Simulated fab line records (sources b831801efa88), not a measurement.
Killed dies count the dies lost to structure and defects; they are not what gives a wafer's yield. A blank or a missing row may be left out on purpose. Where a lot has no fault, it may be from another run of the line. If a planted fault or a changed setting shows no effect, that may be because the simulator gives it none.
fab line records | flow sky130
record lots=6 | wafers=18 | last-day=51
route steps=708 shown VT_ADJUST_HVTP@91 VT_ADJUST_LVTN@97
lots untouched by any fault: they come from a run of this same line in which no faults occurred
start-h: hours from the record's first day to the start of the lot's first wafer shown | wait-h: hours elapsed since this lot's preceding step | " repeats the value in the row above | L1.1+2: several wafers, shown together as one row | - no value, or no start was given | * or withheld: withheld | < > ~ a bound
route shown NAME@n: NAME is a module with steps in the file, n the number in the route of the first one | usual: the fault-free wafers' mean and standard deviation | same: alike in all rows | chamber/n: place in a boat | sites: per-site readings | _std_site: their standard deviation | _edge_site: outer sites' mean less inner sites' | radius-mm: for every site, how far away it sits from the centre of the wafer | mask NAME#n: copy n | behind: the tool/chamber that last shaped the wafer | hold: cause of the lot's hold/its duration in hours/its outcome | device: names the non-switching transistor (n, p or np) | end of line: the tests these same wafers got at the end of their route | a step without rows: its recipe alone | killed: not the wafer's yield, but the dies lost to structure and defects at the first sort | map: shows each die of a wafer: x if killed, . if not, _ if none is there
set.NAME: setting as actually run; set.NAME@STEP: the setting as run at that earlier step | model.NAME: the simulator's own value behind a step, which no gauge read
lots at some steps of the route; a table a step, a row a wafer
services: a tool's chamber out of use, with start hour (start-h, from the record's first day; less than 0 if before it), hours out, and reason
## steps
# step SKY_VT_ADJUST_HVTP_DEVELOP_06
# recipe resist=NOVOLAK | developer=TMAH | develop-time-s=62.02 | dev-temp-c=23
# step SKY_VT_ADJUST_HVTP_CD_MEAS_07
# recipe target-cd-nm=380
# usual cd-nm=379.3/2.8
lot.wafer | tool      | chamber | start-h | wait-h | cd-nm
L861.1    | cd-sem-02 | -       | 131.68  | 0.1    | 373.9
L861.2    | "         | -       | "       | "      | 373.7
L861.3    | "         | -       | "       | "      | 375.0
L867.1    | cd-sem-01 | -       | 163.97  | 0.1    | 377.8
L867.2    | "         | -       | "       | "      | 380.4
L867.4    | "         | -       | "       | "      | 379.8
L878.1    | cd-sem-01 | -       | 237.19  | 0.1    | 382.9
L878.3    | "         | -       | "       | "      | 381.0
L878.6    | "         | -       | "       | "      | 382.6
L879.1    | cd-sem-02 | -       | 241.48  | 0.1    | 381.8
L879.4    | "         | -       | "       | "      | 382.6
L879.5    | "         | -       | "       | "      | 383.3
L881.2    | cd-sem-02 | -       | 255.72  | 0.2    | 382.2
L881.3    | "         | -       | "       | "      | 381.4
L881.4    | "         | -       | "       | "      | 377.7
L882.3    | cd-sem-01 | -       | 283.07  | 0.1    | 379.3
L882.4    | "         | -       | "       | "      | 378.9
L882.5    | "         | -       | "       | "      | 378.1
# step SKY_VT_ADJUST_HVTP_OVL_MEAS_08
# usual VT_ADJUST_HVTP_OVL=2.1/1.4
lot.wafer | tool       | chamber | start-h | wait-h | VT_ADJUST_HVTP_OVL[nm]
L861.1    | overlay-02 | -       | 131.80  | 0.1    | 2.3
L861.2    | "          | -       | "       | "      | 3.1
L861.3    | "          | -       | "       | "      | -0.3
L867.1    | overlay-02 | -       | 164.09  | 0.1    | 2.5
L867.2    | "          | -       | "       | "      | 4.6
L867.4    | "          | -       | "       | "      | 3.8
L878.1    | overlay-02 | -       | 237.31  | 0.1    | 1.5
L878.3    | "          | -       | "       | "      | 2.8
L878.6    | "          | -       | "       | "      | 2.0
L879.1    | overlay-02 | -       | 241.60  | 0.1    | 4.6
L879.4    | "          | -       | "       | "      | 2.8
L879.5    | "          | -       | "       | "      | 6.0
L881.2    | overlay-02 | -       | 255.82  | 0.1    | 4.4
L881.3    | "          | -       | "       | "      | 5.8
L881.4    | "          | -       | "       | "      | 5.3
L882.3    | overlay-01 | -       | 283.17  | 0.1    | 0.8
L882.4    | "          | -       | "       | "      | 3.4
L882.5    | "          | -       | "       | "      | 2.5
# step SKY_VT_ADJUST_HVTP_IMPLANT_09
# recipe species=As | energy-kev=150 | dose-cm2=4.3e+12 | tilt-deg=withheld
# step SKY_VT_ADJUST_HVTP_STRIP_10
# recipe chemistry=O2/N2 | power-w=1400 | pressure-mtorr=1500 | platen-temp-c=withheld | o2-flow-sccm=3000 | n2-flow-sccm=300 | overash-fraction=0.5
# usual drypump-motor-current-A=5.7/0.44 | o2-flow-sccm=3000/8.3 | oes-product-au=0.716/0.0046 | strip-time-to-endpoint-s=14.28/0.032
lot.wafer | tool            | chamber | start-h | wait-h | drypump-motor-current-A | o2-flow-sccm | oes-product-au | rf-hours-counter-h | strip-time-to-endpoint-s
L861.1    | plasma-asher-04 | 0       | 131.99  | 0.1    | 5.1                     | 3013         | 0.715          | 1                  | 14.29
L861.2    | "               | 1       | "       | "      | 5.6                     | 2996         | 0.715          | 1                  | 14.28
L861.3    | "               | 1       | "       | "      | 5.6                     | 2995         | 0.714          | -                  | 14.29
L867.1    | plasma-asher-04 | 0       | 164.27  | 0.1    | 5.1                     | 2999         | 0.706          | 4                  | 14.28
L867.2    | "               | 1       | "       | "      | 5.6                     | 3013         | 0.717          | 4                  | 14.30
L867.4    | "               | 1       | "       | "      | 5.6                     | 3008         | 0.725          | -                  | 14.30
L878.1    | plasma-asher-01 | 0       | 237.49  | 0.1    | 6.3                     | 3002         | 0.722          | 55                 | 14.26
L878.3    | "               | 0       | "       | "      | 6.3                     | 2989         | 0.727          | -                  | 14.27
L878.6    | "               | 1       | "       | "      | 5.6                     | 3013         | 0.712          | -                  | 14.28
L879.1    | plasma-asher-01 | 0       | 241.79  | 0.1    | 6.3                     | 2995         | 0.723          | 56                 | 14.29
L879.4    | "               | 1       | "       | "      | 5.6                     | 2992         | 0.707          | -                  | 14.29
L879.5    | "               | 1       | "       | "      | 5.6                     | 3009         | 0.715          | -                  | 14.29
L881.2    | plasma-asher-02 | 0       | 256.00  | 0.1    | 6.1                     | 3012         | 0.712          | 44                 | 14.28
L881.3    | "               | 1       | "       | "      | 6.2                     | 3002         | 0.713          | -                  | 14.32
L881.4    | "               | 0       | "       | "      | 6.1                     | 2999         | 0.713          | -                  | 14.30
L882.3    | plasma-asher-04 | 1       | 283.37  | 0.1    | 5.6                     | 3000         | 0.710          | -                  | 14.25
L882.4    | "               | 0       | "       | "      | 5.1                     | 2990         | 0.709          | -                  | 14.29
L882.5    | "               | 1       | "       | "      | 5.6                     | 2996         | 0.711          | -                  | 14.28
# step SKY_VT_ADJUST_HVTP_TW_MEAS_11
# usual VT_ADJUST_HVTP_TW=1362/10
lot.wafer | tool          | chamber | start-h | wait-h | VT_ADJUST_HVTP_TW
L861.1    | film-metro-01 | -       | 132.09  | 0.1    | 1375
L861.2    | "             | -       | "       | "      | 1374
L861.3    | "             | -       | "       | "      | 1374
L867.1    | film-metro-01 | -       | 164.37  | 0.1    | 1368
L867.2    | "             | -       | "       | "      | 1369
L867.4    | "             | -       | "       | "      | 1368
L878.1    | film-metro-04 | -       | 237.59  | 0.1    | 1366
L878.3    | "             | -       | "       | "      | 1359
L878.6    | "             | -       | "       | "      | 1352
L879.1    | film-metro-01 | -       | 241.89  | 0.1    | 1373
L879.4    | "             | -       | "       | "      | 1363
L879.5    | "             | -       | "       | "      | 1367
L881.2    | film-metro-01 | -       | 256.11  | 0.1    | 1369
L881.3    | "             | -       | "       | "      | 1380
L881.4    | "             | -       | "       | "      | 1368
L882.3    | film-metro-02 | -       | 283.46  | 0.1    | 1339
L882.4    | "             | -       | "       | "      | 1341
L882.5    | "             | -       | "       | "      | 1347
# step SKY_VT_ADJUST_LVTN_DEHYDRATE_00
# recipe temp-c=200 | time-s=60
# step SKY_VT_ADJUST_LVTN_HMDS_01
# recipe prime-time-s=60 | prime-temp-c=120
# step SKY_VT_ADJUST_LVTN_COAT_02
# recipe spin-rpm=2000 | resist-thk-nm=3000
# step SKY_VT_ADJUST_LVTN_SOFTBAKE_03
# recipe temp-c=110 | time-s=withheld
# step SKY_VT_ADJUST_LVTN_EXPOSE_04
# recipe mask-id=NWM_COMPLEMENT_LESS_NATIVE | na=0.6 | source-shape=conventional | sigma-outer=0.6 | polarization=unpolarized | target-cd-nm=840 | dose-mj=194
# step SKY_VT_ADJUST_LVTN_PEB_05
# recipe temp-c=115 | time-s=withheld
# step SKY_VT_ADJUST_LVTN_DEVELOP_06
# recipe wall-angle-deg=90 | developer=TMAH | develop-time-s=60 | dev-temp-c=23
lot.wafer  | tool           | chamber | start-h | wait-h
L861.1+2+3 | litho-track-01 | 0       | 148     | -
L867.1+2+4 | litho-track-04 | 0       | 184     | -
L878.1+3+6 | litho-track-04 | 0       | 261     | -
L879.1+4+5 | litho-track-04 | 0       | 265     | -
L881.2+3+4 | litho-track-01 | 0       | 280     | -
L882.3+4+5 | litho-track-02 | 0       | 308     | -
# step SKY_VT_ADJUST_LVTN_OVL_MEAS_07
# usual VT_ADJUST_LVTN_OVL=1.1/1.5
lot.wafer | tool       | chamber | start-h | wait-h | VT_ADJUST_LVTN_OVL[nm]
L861.1    | overlay-01 | -       | 148.68  | -      | 1.0
L861.2    | "          | -       | "       | "      | 2.5
L861.3    | "          | -       | "       | "      | 0.3
L867.1    | overlay-02 | -       | 184.37  | -      | 2.4
L867.2    | "          | -       | "       | "      | 2.0
L867.4    | "          | -       | "       | "      | 0.8
L878.1    | overlay-02 | -       | 261.67  | -      | -
L878.3    | "          | -       | "       | "      | -
L878.6    | "          | -       | "       | "      | -
L879.1    | overlay-01 | -       | 265.77  | -      | -
L879.4    | "          | -       | "       | "      | -
L879.5    | "          | -       | "       | "      | -
L881.2    | overlay-01 | -       | 281.03  | -      | -1.0
L881.3    | "          | -       | "       | "      | 1.8
L881.4    | "          | -       | "       | "      | -0.6
L882.3    | overlay-02 | -       | 308.58  | -      | 1.6
L882.4    | "          | -       | "       | "      | 2.4
L882.5    | "          | -       | "       | "      | 2.4
# step SKY_VT_ADJUST_LVTN_IMPLANT_08
# recipe species=B | energy-kev=30 | dose-cm2=1.57e+12 | tilt-deg=withheld
# step SKY_VT_ADJUST_LVTN_STRIP_09
# recipe chemistry=O2/N2 | power-w=1400 | pressure-mtorr=1500 | platen-temp-c=withheld | o2-flow-sccm=3000 | n2-flow-sccm=300 | overash-fraction=0.5
# usual drypump-motor-current-A=5.8/0.47 | o2-flow-sccm=2998/8.4 | oes-product-au=0.721/0.005 | strip-time-to-endpoint-s=36.94/0.097
lot.wafer | tool            | chamber | start-h | wait-h | drypump-motor-current-A | o2-flow-sccm | oes-product-au | rf-hours-counter-h | strip-time-to-endpoint-s
L861.1    | plasma-asher-03 | 1       | 148.87  | 0.1    | 6.4                     | 2998         | 0.721          | 43                 | 36.98
L861.2    | "               | 0       | "       | "      | 5.5                     | 2983         | 0.714          | 43                 | 37.09
L861.3    | "               | 0       | "       | "      | 5.5                     | 2993         | 0.721          | -                  | 37.05
L867.1    | plasma-asher-02 | 0       | 184.55  | 0.1    | 6.1                     | 3003         | 0.723          | 37                 | 36.77
L867.2    | "               | 1       | "       | "      | 6.3                     | 3003         | 0.719          | 37                 | 36.62
L867.4    | "               | 0       | "       | "      | 6.1                     | 3014         | 0.732          | -                  | 36.89
L878.1    | plasma-asher-03 | 0       | 261.85  | 0.1    | 5.4                     | 2996         | 0.720          | 55                 | 36.91
L878.3    | "               | 0       | "       | "      | 5.5                     | 2986         | 0.719          | -                  | 36.89
L878.6    | "               | 0       | "       | "      | 5.4                     | 2979         | 0.718          | -                  | 36.92
L879.1    | plasma-asher-03 | 0       | 265.95  | 0.1    | 5.4                     | 3004         | 0.725          | 55                 | 36.85
L879.4    | "               | 0       | "       | "      | 5.4                     | 2998         | 0.726          | -                  | 37.01
L879.5    | "               | 1       | "       | "      | 6.4                     | 2995         | 0.724          | -                  | 37.03
L881.2    | plasma-asher-02 | 1       | 281.21  | 0.1    | 6.2                     | 3004         | 0.710          | 46                 | 36.89
L881.3    | "               | 0       | "       | "      | 6.1                     | 3004         | 0.718          | -                  | 37.02
L881.4    | "               | 1       | "       | "      | 6.2                     | 3006         | 0.717          | -                  | 36.96
L882.3    | plasma-asher-02 | 0       | 308.78  | 0.1    | 6.1                     | 2999         | 0.727          | -                  | 37.04
L882.4    | "               | 1       | "       | "      | 6.2                     | 2999         | 0.713          | -                  | 36.92
L882.5    | "               | 1       | "       | "      | 6.3                     | 3004         | 0.725          | -                  | 36.96
# step SKY_VT_ADJUST_LVTN_TW_MEAS_10
# usual VT_ADJUST_LVTN_TW=244.8/2.4
lot.wafer | tool          | chamber | start-h | wait-h | VT_ADJUST_LVTN_TW
L861.1    | film-metro-01 | -       | 148.97  | 0.1    | 244.7
L861.2    | "             | -       | "       | "      | 244.5
L861.3    | "             | -       | "       | "      | 243.3
L867.1    | film-metro-03 | -       | 184.65  | 0.1    | 246.5
L867.2    | "             | -       | "       | "      | 247.5
L867.4    | "             | -       | "       | "      | 246.4
L878.1    | film-metro-03 | -       | 261.95  | 0.1    | 30.6
L878.3    | "             | -       | "       | "      | 30.7
L878.6    | "             | -       | "       | "      | 30.7
L879.1    | film-metro-01 | -       | 266.05  | 0.1    | 30.4
L879.4    | "             | -       | "       | "      | 30.3
L879.5    | "             | -       | "       | "      | 30.4
L881.2    | film-metro-03 | -       | 281.32  | 0.1    | 245.5
L881.3    | "             | -       | "       | "      | 247.5
L881.4    | "             | -       | "       | "      | 246.1
L882.3    | film-metro-03 | -       | 308.87  | 0.1    | 245.9
L882.4    | "             | -       | "       | "      | 244.9
L882.5    | "             | -       | "       | "      | 244.6
# step SKY_VT_ADJUST_LVTN_DEHYDRATE_11
# recipe temp-c=200 | time-s=60
## services
tool            | chamber | start-h | hours | kind
plasma-asher-04 | -       | 108.75  | 9.0   | pm
plasma-asher-04 | 0       | 108.75  | 9.0   | vent-cycle
plasma-asher-04 | 1       | 108.75  | 9.0   | vent-cycle
plasma-asher-04 | 0       | 117.75  | -     | clean
plasma-asher-04 | 1       | 117.75  | -     | clean
plasma-asher-04 | -       | 133.37  | 2.8   | pm
plasma-asher-01 | -       | 172.80  | 12.2  | repair
plasma-asher-02 | -       | 241.67  | 2.8   | pm
plasma-asher-04 | -       | 259.26  | 4.3   | repair
plasma-asher-02 | -       | 276.93  | 1.6   | repair
plasma-asher-02 | -       | 283.88  | 7.5   | repair
## key
first-sign step=SKY_VT_ADJUST_LVTN_OVL_MEAS_07 | reading=VT_ADJUST_LVTN_OVL | direction=missing
effect step=SKY_VT_ADJUST_LVTN_TW_MEAS_10 | reading=VT_ADJUST_LVTN_TW | direction=down | sigmas=90 | usual=244.8 | struck=30.5
met-at SKY_VT_ADJUST_LVTN_DEVELOP_06
struck-wafers L878.1,L878.3,L878.6,L879.1,L879.4,L879.5
sort-left-out L878.1,L878.3,L878.6,L879.1,L879.4,L879.5
tester-left-out L878,L879
onset-between 184 261
also-fits SKY_VT_ADJUST_HVTP_STRIP_10:plasma-asher-01
fault kind=process-parameter-drift | tool=litho-track-04 | chamber=- | onset-h=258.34 | steps=SKY_VT_ADJUST_LVTN_DEVELOP_06 | channel=develop-time-s | offset=* | shape=step | end-h=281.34 | acts-in=* | stated=*
# tester-left-out: of these lots the tester's yield and bins aren't shown, on N5 and GAA mostly nor the transistor test; their killed dies are dies lost to structure and defects alone, not to doping, threshold or leakage, so they don't give the yield
# sort-left-out: the simulated sort isn't trusted on such a fault, so these wafers' sort isn't shown, and their yield isn't known
